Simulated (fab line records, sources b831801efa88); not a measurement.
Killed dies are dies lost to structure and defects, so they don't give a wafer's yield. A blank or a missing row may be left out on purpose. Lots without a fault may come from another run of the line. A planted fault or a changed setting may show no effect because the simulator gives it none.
Which tool did it? | flow gf180mcu | 12 lots, 36 wafers sampled, at 4 steps of a route of 602

WHAT THE GAUGES READ, wafer by wafer
GF_V1_CD_MEAS_14: target cd 260 nm. Usual: cd_nm 259.8 nm, standard deviation 1.2.
lot  | measured     | on        | cd_nm (nm)        | flag
L580 | day 18 10:32 | cd_sem-02 | 260.9 260.3 260.6 |
L584 | day 19 21:07 | cd_sem-02 | 260.8 259.5 259.2 |
L585 | day 20 04:24 | cd_sem-02 | 261.1 259.3 259.2 |
L586 | day 20 16:31 | cd_sem-01 | 259.5 260.7 259.4 |
L590 | day 22 04:52 | cd_sem-01 | 259.5 259.3 259.5 |
L596 | day 24 16:20 | cd_sem-01 | 262.8 260.9 262.2 |
L597 | day 24 23:07 | cd_sem-02 | 259.9 258.8 259.2 |
L598 | day 25 08:51 | cd_sem-02 | 259.7 260.8 258.1 |
L600 | day 25 11:47 | cd_sem-02 | 260.0 258.5 259.1 |
L599 | day 25 11:50 | cd_sem-01 | 260.3 258.6 258.6 |
L601 | day 25 21:28 | cd_sem-01 | 257.1 257.8 258.0 |
L602 | day 26 06:30 | cd_sem-02 | 259.2 259.0 257.9 |

GF_V1_OVL_MEAS_15. Usual: V1_OVL -3 nm, standard deviation 5.1.
lot  | measured     | on         | V1_OVL (nm) | flag
L580 | day 18 10:39 | overlay-01 | -4 3 2      |
L584 | day 19 21:13 | overlay-01 | -5 -14 -11  |
L585 | day 20 04:31 | overlay-01 | -11 -9 -7   |
L586 | day 20 16:38 | overlay-01 | 5 3 4       |
L590 | day 22 04:59 | overlay-02 | 8 -1 1      |
L596 | day 24 16:27 | overlay-01 | -3 -2 -3    |
L597 | day 24 23:11 | overlay-02 | 2 5 0       |
L598 | day 25 08:58 | overlay-02 | -6 -14 -14  |
L600 | day 25 11:54 | overlay-02 | -1 -3 -1    |
L599 | day 25 11:57 | overlay-01 | 0 -3 1      |
L601 | day 25 21:34 | overlay-02 | 2 -4 0      |
L602 | day 26 06:37 | overlay-02 | -1 -5 1     |

GF_V2_BOW_MEAS_05. Usual: V2_BOW 98 um, standard deviation 8.7.
lot  | measured     | on            | V2_BOW (um) | flag
L580 | day 19 14:08 | film_metro-01 | 109 110 116 |
L584 | day 21 00:28 | film_metro-02 | 89 96 97    |
L585 | day 21 06:42 | film_metro-01 | 99 88 87    |
L586 | day 21 18:59 | film_metro-01 | 89 90 85    |
L590 | day 23 06:08 | film_metro-01 | 98 98 102   |
L596 | day 25 17:25 | film_metro-02 | 67 73 78    |
L597 | day 26 00:15 | film_metro-02 | 77 84 70    |
L598 | day 26 09:10 | film_metro-02 | 107 98 109  |
L600 | day 26 11:56 | film_metro-02 | 91 101 101  |
L599 | day 26 12:32 | film_metro-02 | 81 88 81    |
L601 | day 26 22:16 | film_metro-01 | 111 105 98  |
L602 | day 27 06:43 | film_metro-02 | 111 108 106 |

WHICH TOOL RAN EACH LOT (tool, then ch and the chambers of the sampled wafers, then the start)
lot  | GF_V2_CVD_00
L580 | hdpcvd-01 ch 0,1, day 19 13:34
L584 | hdpcvd-01 ch 0,1,2, day 20 23:52
L585 | hdpcvd-02 ch 0,1,2, day 21 06:07
L586 | hdpcvd-02 ch 1,2, day 21 18:25
L590 | hdpcvd-01 ch 0,1,2, day 23 05:34
L596 | hdpcvd-02 ch 0,2, day 25 16:51
L597 | hdpcvd-02 ch 0,1,2, day 25 23:40
L598 | hdpcvd-02 ch 0,1, day 26 08:28
L600 | hdpcvd-02 ch 1,2, day 26 11:06
L599 | hdpcvd-01 ch 0,2, day 26 11:41
L601 | hdpcvd-02 ch 0,1, day 26 21:24
L602 | hdpcvd-02 ch 1,2, day 27 06:08
- GF_V2_CVD_00: deposits SiO2, target thk 600 nm, time 100 s.

WHAT THE TOOLS THEMSELVES READ (means of the sampled wafers that have a number; where no wafer has one, the mark that the record gives instead)
GF_V2_CVD_00. Usual: pressure_mtorr 5.999 mTorr, standard deviation 0.011; run_length_s 127.8 s, standard deviation 0.5.
lot  | tool      | pressure_mtorr (mTorr) | run_length_s (s) | flag
L580 | hdpcvd-01 | 5.995                  | 127.6            |
L584 | hdpcvd-01 | 6.002                  | 127.7            |
L585 | hdpcvd-02 | 6.008                  | 127.9            |
L586 | hdpcvd-02 | 6.002                  | 127.5            |
L590 | hdpcvd-01 | 5.995                  | 127.9            |
L596 | hdpcvd-02 | -                      | -                | OFF
L597 | hdpcvd-02 | -                      | -                | OFF
L598 | hdpcvd-02 | 6.001                  | 128.0            |
L600 | hdpcvd-02 | 5.990                  | 127.7            |
L599 | hdpcvd-01 | 5.998                  | 127.4            |
L601 | hdpcvd-02 | 5.998                  | 128.5            |
L602 | hdpcvd-02 | 6.010                  | 128.1            |

THE ANSWER, worked out from the rows above alone
Rule: a lot is off if the mean of its wafers that have a number lies more than 3 standard deviations from the usual mean. A lot without any number at a reading at which 4 lots or more have one is off too. The other lots that the step has rows for count as sound. The gauges are gone through in route order, then the tools' own readings, and for those a lot's mean is taken as printed above. The first step at which some lot is off is used, and at that step the reading that is off furthest; a lot without a number counts as furthest.
Off: L596, L597, at GF_V2_CVD_00 (pressure_mtorr). Without a number there: L596, L597.
A tool fits if, at that step or a process step before it, it ran every lot that is off, and no sound lot after the first of them. None of those tried fits.

WHAT THE SIMULATOR HAD PUT IN
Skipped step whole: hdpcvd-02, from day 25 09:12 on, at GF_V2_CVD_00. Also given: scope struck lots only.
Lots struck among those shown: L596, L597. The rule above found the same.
